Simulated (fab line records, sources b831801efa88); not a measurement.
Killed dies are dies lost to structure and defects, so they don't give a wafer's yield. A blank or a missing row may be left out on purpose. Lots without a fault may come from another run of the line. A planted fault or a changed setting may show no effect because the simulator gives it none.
Which tool did it? | flow gf180mcu | 12 lots, 36 wafers sampled, at 2 steps of a route of 602

WHAT THE GAUGES READ, wafer by wafer
GF_LVPWELL_OVL_MEAS_07. Usual: LVPWELL_OVL 0.8 nm, standard deviation 1.6.
lot  | measured    | on         | LVPWELL_OVL (nm) | flag
L864 | day 3 20:58 | overlay-02 | 0.5 1.3 -0.2     |
L867 | day 4 12:34 | overlay-02 | -0.4 0.3 0.6     |
L868 | day 4 20:11 | overlay-01 | -0.6 3.0 0.7     |
L872 | day 5 19:19 | overlay-01 | 1.7 2.2 1.7      |
L873 | day 5 22:13 | overlay-02 | 0.5 -1.1 -0.2    |
L874 | day 6 04:19 | overlay-01 | -0.4 1.5 1.4     |
L876 | day 6 17:55 | overlay-01 | 2.4 2.7 1.7      |
L883 | day 8 07:19 | overlay-01 | 1.3 5.4 2.6      |
L884 | day 8 13:01 | overlay-01 | 0.7 2.6 0.4      |
L885 | day 8 19:04 | overlay-02 | -0.3 0.7 -0.8    |
L886 | day 9 01:13 | overlay-01 | 3.0 2.7 1.3      |
L887 | day 9 07:37 | overlay-02 | 1.5 -0.1 1.8     |

GF_VT_IMPLANT_OVL_MEAS_40. Usual: VT_IMPLANT_03_OVL 1.8 nm, standard deviation 1.2.
lot  | measured     | on         | VT_IMPLANT_03_OVL (nm) | flag
L864 | day 7 12:52  | overlay-02 | 2.8 3.5 2.7            |
L867 | day 8 08:05  | overlay-01 | -0.3 0.2 2.0           |
L868 | day 8 17:38  | overlay-02 | 2.9 0.8 2.9            |
L872 | day 9 19:56  | overlay-02 | 3.0 3.7 3.0            |
L873 | day 10 00:55 | overlay-01 | 1.9 3.6 2.4            |
L874 | day 10 09:01 | overlay-01 | -0.2 1.7 1.4           |
L876 | day 10 23:02 | overlay-02 | 0.4 2.5 -1.3           |
L883 | day 12 19:22 | overlay-01 | 3.6 2.0 3.3            |
L884 | day 13 03:49 | overlay-01 | -0.4 2.3 -0.7          |
L885 | day 13 11:34 | overlay-01 | 2.5 2.4 2.3            |
L886 | day 13 17:07 | overlay-02 | 2.3 2.9 2.9            |
L887 | day 14 01:37 | overlay-02 | 2.4 2.1 4.2            |

WHICH TOOL RAN EACH LOT (tool, then ch and the chambers of the sampled wafers, then the start)
The record holds no process step before these readings.

WHAT THE TOOLS THEMSELVES READ (means of the sampled wafers that have a number; where no wafer has one, the mark that the record gives instead)
The record holds no such reading with a usual standard deviation.

THE ANSWER, worked out from the rows above alone
Rule: a lot is off if the mean of its wafers that have a number lies more than 3 standard deviations from the usual mean. A lot without any number at a reading at which 4 lots or more have one is off too. The other lots that the step has rows for count as sound. The gauges are gone through in route order, then the tools' own readings, and for those a lot's mean is taken as printed above. The first step at which some lot is off is used, and at that step the reading that is off furthest; a lot without a number counts as furthest.
No lot is off at any reading shown: from this, nothing can be told.

WHAT THE SIMULATOR HAD PUT IN
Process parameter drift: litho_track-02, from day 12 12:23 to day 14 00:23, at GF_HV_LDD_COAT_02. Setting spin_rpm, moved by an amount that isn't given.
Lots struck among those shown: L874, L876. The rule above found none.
